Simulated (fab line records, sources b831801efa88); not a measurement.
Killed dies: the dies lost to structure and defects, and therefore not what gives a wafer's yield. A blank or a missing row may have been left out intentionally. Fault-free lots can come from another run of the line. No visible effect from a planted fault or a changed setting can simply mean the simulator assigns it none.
A lot that was struck, set against a sound lot ; flow sfq_line ; 42 steps out of a route of 325
Sound: the wafers L877.1, L877.3, L877.5. Wafers L891.1, L891.2, L891.4 were the ones struck. The cause is named last.
At each step with rows: each side's tool, then ch and its chambers, then its first start. Under that, the readings that differ: sound wafers ; struck wafers ; difference of the means ; sigmas: that difference in standard deviations of wafers without a fault.
alike: readings with means less than 2 such deviations apart, plus words and numbers identical on both sides. not compared: withheld readings, readings lacking a value on some wafer, bounds such as >300 that could conceal the same value, and numbers that have no deviation in the record and whose values overlap.
Wherever a step has rows on one side only, a row that says differs or no value, or a row with sigmas, the two part there. Numbers that have no deviation but don't overlap get no sigmas and don't part them. Lack of a reading on every wafer of one side parts them only where that side has two or more wafers.

first, 3 steps without rows for these wafers: SFQ_TRILAYER_I4_VIA_LITHO_EXPOSE_104 (exposes mask I4, target cd 700 nm); SFQ_TRILAYER_I4_VIA_LITHO_PEB_106 (peb time 60 s); SFQ_TRILAYER_I4_VIA_LITHO_DEVELOP_105 (time 60 s).
SFQ_I4_OVL_MEAS_928:
  sound on overlay-02, day 59 06:26; struck on overlay-01, day 67 03:51
  alike: I4_OVL
SFQ_TRILAYER_I4_VIA_BARC_OPEN_VIA_ETCH_146: etches BARC in O2, target depth 125 nm, time 41.7 s.
  sound on rie_diel-01 ch 0,2, day 59 06:28; struck on rie_diel-01 ch 1,2,3, day 67 03:53
  alike: drypump_motor_current_A, oes_product_au
  not compared: rf_hours_counter_h
SFQ_TRILAYER_I4_VIA_ETCH_VIA_ETCH_106: etches SiO2 in CHF3, stops on Nb, target depth 260 nm.
  sound on rie_diel-01 ch 0,2, day 59 06:31; struck on rie_diel-01 ch 1,2,3, day 67 03:55
  alike: drypump_motor_current_A, oes_product_au
then, 4 steps without rows for these wafers: SFQ_TRILAYER_I4_VIA_STRIP_STRIP_107 (strips in O2); SFQ_TRILAYER_I4_VIA_STRIP_SOLV_CLEAN_108 (cleans in NMP, time 600 s); SFQ_TRILAYER_JJ_TRILAYER_DEP_PRE_CLEAN_113 (time 22.5 s); SFQ_TRILAYER_JJ_TRILAYER_DEP_SPUTTER_109 (material Nb, target thk 150 nm, time 100 s).
SFQ_TRILAYER_JJ_TRILAYER_DEP_SPUTTER_110: material Al, target thk 8 nm, time 10 s.
  sound on pvd_sputter-03, day 59 07:30; struck on pvd_sputter-06, day 67 04:55
  alike: throttle_valve_pct
then, 1 step without rows for these wafers: SFQ_TRILAYER_JJ_TRILAYER_DEP_AL_OXIDATION_111 (oxidation time 600 s).
SFQ_TRILAYER_JJ_TRILAYER_DEP_SPUTTER_112: material Nb, target thk 170 nm, time 113.3 s.
  sound on pvd_sputter-03, day 59 08:31; struck on pvd_sputter-06, day 67 05:56
reading;sound;struck;difference;sigmas
model.Nb_of_TRILAYER_JJ_TRILAYER_DEP_SPUTTER_112.thk_nm (nm);167.7 168.1 168.9;248.5 248.7 248;+80.2;
  alike: throttle_valve_pct
SFQ_JJ_RS_MEAS_929: uses a four-point probe to measure.
  sound on film_metro-04, day 59 08:36; struck on film_metro-03, day 67 06:01
reading;sound;struck;difference;sigmas
JJ_NB_RS (ohm/sq);1.062 1.059 1.056;0.715 0.716 0.716;-0.343;-29
then, 6 steps without rows for these wafers: SFQ_TRILAYER_JJ_CE_LITHO_COAT_119 (resist thk 62 nm); SFQ_TRILAYER_JJ_CE_LITHO_COAT_114 (resist thk 600 nm); SFQ_TRILAYER_JJ_CE_LITHO_SOFTBAKE_118; SFQ_TRILAYER_JJ_CE_LITHO_EXPOSE_115 (exposes mask J5, target cd 700 nm); SFQ_TRILAYER_JJ_CE_LITHO_PEB_117 (peb time 60 s); SFQ_TRILAYER_JJ_CE_LITHO_DEVELOP_116 (time 60 s).
SFQ_JJ_OVL_MEAS_931:
  sound on overlay-02, day 64 08:31; struck on overlay-02, day 67 09:26
  alike: J5_OVL
then, 12 steps without rows for these wafers: SFQ_TRILAYER_JJ_CE_METRO_MEASURE_117; SFQ_TRILAYER_JJ_CE_BARC_OPEN_RIE_150 (chemistry O2, target BARC, target depth 240 nm, time 80 s); SFQ_TRILAYER_JJ_CE_ETCH_RIE_118 (chemistry SF6, target Nb, stops on Al2O3, time 97.7 s, target depth 170 nm); SFQ_TRILAYER_JJ_ANODIZE_ANODIZE_119; SFQ_TRILAYER_JJ_CE_STRIP_STRIP_120 (strips in O2); SFQ_TRILAYER_JJ_CE_STRIP_SOLV_CLEAN_121 (cleans in NMP, time 600 s); SFQ_TRILAYER_M5_LITHO_COAT_128 (resist thk 62 nm); SFQ_TRILAYER_M5_LITHO_COAT_123 (resist thk 600 nm); SFQ_TRILAYER_M5_LITHO_SOFTBAKE_127; SFQ_TRILAYER_M5_LITHO_EXPOSE_124 (exposes mask M5, target cd 700 nm); SFQ_TRILAYER_M5_LITHO_PEB_126 (peb time 60 s); SFQ_TRILAYER_M5_LITHO_DEVELOP_125 (time 60 s).
-- the record jumps here: 4 days lie between the struck wafers' starts before and after --
SFQ_M5_OVL_MEAS_932:
  sound on overlay-01, day 64 13:29; struck on overlay-01, day 71 12:27
  alike: M5_OVL
SFQ_TRILAYER_M5_BARC_OPEN_METAL_ETCH_161: etches BARC in O2, target depth 125 nm, time 41.7 s.
  sound on rie_metal-01 ch 0, day 64 13:31; struck on rie_metal-01 ch 0,1, day 71 12:29
  alike: drypump_motor_current_A, he_backside_leak_sccm, oes_product_au
  not compared: rf_hours_counter_h
then, 5 steps without rows for these wafers: SFQ_TRILAYER_M5_ETCH_METAL_ETCH_126 (etches Nb in Cl2/BCl3, stops on SiO2, time 203.2 s, target depth 265 nm); SFQ_TRILAYER_M5_STRIP_STRIP_127 (strips in O2); SFQ_TRILAYER_M5_STRIP_SOLV_CLEAN_128 (cleans in NMP, time 600 s); SFQ_TRILAYER_A5B_DEP_PECVD_129 (deposits SiO2 from SiH4/N2O, time 133.33 s, target thk 600 nm); SFQ_TRILAYER_A5B_CMP_CMP_130 (polishes, stops on Nb, target thk 340.7 nm).
SFQ_TRILAYER_A5B_METRO_MEASURE_131:
  sound on film_metro-02, day 64 19:49; struck on film_metro-03, day 71 16:36
  alike: thk_nm
-- the record jumps here: 5 days lie between the struck wafers' starts before and after --
SFQ_TRILAYER_R5_ETCH_METAL_ETCH_139: etches the open film in Cl2, stops on SiO2, target depth 60 nm, time 40 s.
  sound on rie_metal-03 ch 0,1, day 68 00:53; struck on rie_metal-04 ch 0,1, day 76 14:46
reading;sound;struck;difference;sigmas
model.Nb_of_TRILAYER_JJ_TRILAYER_DEP_SPUTTER_112.thk_nm (nm);157.7 158.1 159.2;238.4 238.6 238;+80.0;
  alike: drypump_motor_current_A, he_backside_leak_sccm, oes_product_au
  not compared: rf_hours_counter_h

WHERE THEY PART
Only at SFQ_JJ_RS_MEAS_929, within this record. Later steps at which nothing parts them and some readings are alike: SFQ_JJ_OVL_MEAS_931, SFQ_M5_OVL_MEAS_932, SFQ_TRILAYER_M5_BARC_OPEN_METAL_ETCH_161, SFQ_TRILAYER_A5B_METRO_MEASURE_131, SFQ_TRILAYER_R5_ETCH_METAL_ETCH_139.

WHY: what had been put in by the simulator
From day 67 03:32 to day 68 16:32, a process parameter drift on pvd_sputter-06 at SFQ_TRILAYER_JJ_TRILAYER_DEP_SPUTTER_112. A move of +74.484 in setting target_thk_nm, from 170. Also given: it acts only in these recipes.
